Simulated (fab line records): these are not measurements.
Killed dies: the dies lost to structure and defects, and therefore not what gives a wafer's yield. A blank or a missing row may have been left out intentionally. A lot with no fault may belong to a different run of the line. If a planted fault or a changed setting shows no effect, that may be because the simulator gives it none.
Check of tool commonality ; flow gf180mcu ; 12 lots, 36 wafers sampled

## REASON FOR OPENING
1 of 12 lots carry a flag on the reading MVSD_TW at GF_MVSD_TW_MEAS_11. No-fault wafers: 1576, standard deviation 7.
Rule: a lot is flagged in two cases, either no wafer of it has a number, or all its wafers with numbers fall more than 4 standard deviations from that mean. The rest of the lots are taken to be sound.

lot;measured;on;MVSD_TW, wafer by wafer;flag
L294;day 5 01:01;film metro-01;1581 1582 1581;
L295;day 5 05:01;film metro-01;1584 1585 1575;
L296;day 5 12:04;film metro-03;1564 1565 1565;
L297;day 5 18:34;film metro-01;1582 1591 1585;
L300;day 6 12:35;film metro-01;1577 1578 1576;
L306;day 7 23:04;film metro-01;30 30 30;FLAGGED
L308;day 8 09:55;film metro-01;1580 1575 1576;
L309;day 8 15:50;film metro-01;1581 1578 1578;
L310;day 8 20:52;film metro-01;1576 1582 1587;
L312;day 9 08:38;film metro-01;1585 1582 1577;
L313;day 9 14:05;film metro-02;1577 1577 1566;
L315;day 10 02:31;film metro-01;1583 1579 1572;
The numbers of the flagged lots are 30 on average: -1546 against the usual, or -99 or more standard deviations.

## EACH LOT AND THE TOOL IT RAN ON
The record keeps 1 process step preceding the reading, out of 602 steps on the route. Each cell gives the tool, then ch followed by the chambers the sampled wafers passed through, then the start.
lot;flag;GF_MVSD_EXPOSE_04
L294;;iline stepper-01 ch 0, day 4 17:16
L295;;iline stepper-02 ch 0, day 4 22:01
L296;;iline stepper-02 ch 0, day 5 04:46
L297;;iline stepper-01 ch 0, day 5 11:21
L300;;iline stepper-01 ch 0, day 6 04:52
L306;FLAGGED;iline stepper-01 ch 0, day 7 14:54
L308;;iline stepper-02 ch 0, day 8 01:27
L309;;iline stepper-01 ch 0, day 8 07:16
L310;;iline stepper-02 ch 0, day 8 12:27
L312;;iline stepper-01 ch 0, day 8 23:51
L313;;iline stepper-01 ch 0, day 9 05:19
L315;;iline stepper-01 ch 0, day 9 18:09
What the steps here do:
- GF_MVSD_EXPOSE_04: exposes mask MVSD, target cd 1000 nm.
- GF_MVSD_TW_MEAS_11

## FLAGGED AGAINST TOTAL, ONE TOOL AT A TIME (gauges that did the reading follow at the end)
step;tool;lots run;flagged;share of the flagged lots;sound lots run after its first flagged lot
GF_MVSD_EXPOSE_04;iline stepper-01;8;1;all;4 (L309,L312,L313,L315)
GF_MVSD_EXPOSE_04;iline stepper-02;4;0;none;-
GF_MVSD_TW_MEAS_11;film metro-01;10;1;all;5 (L308,L309,L310,L312,L315)
GF_MVSD_TW_MEAS_11;film metro-02;1;0;none;-
GF_MVSD_TW_MEAS_11;film metro-03;1;0;none;-

## WHAT THE TABLE PERMITS
iline stepper-01 at GF_MVSD_EXPOSE_04 and film metro-01 at GF_MVSD_TW_MEAS_11 are the 2 rows of the table that ran each flagged lot.
- iline stepper-01 at GF_MVSD_EXPOSE_04: 1 of its 8 lots flagged. Sound lots ran on it after the first flagged one (L309, L312, L313, L315), which a lasting fault on the whole tool wouldn't allow.
- film metro-01 at GF_MVSD_TW_MEAS_11: 1 of its 10 lots flagged. Sound lots ran on it after the first flagged one (L308, L309, L310, L312, L315), which a lasting fault on the whole tool wouldn't allow.
There is no row in the table that ran each flagged lot and no sound lot after the first.

## WHAT THE SIMULATOR HAD PUT IN
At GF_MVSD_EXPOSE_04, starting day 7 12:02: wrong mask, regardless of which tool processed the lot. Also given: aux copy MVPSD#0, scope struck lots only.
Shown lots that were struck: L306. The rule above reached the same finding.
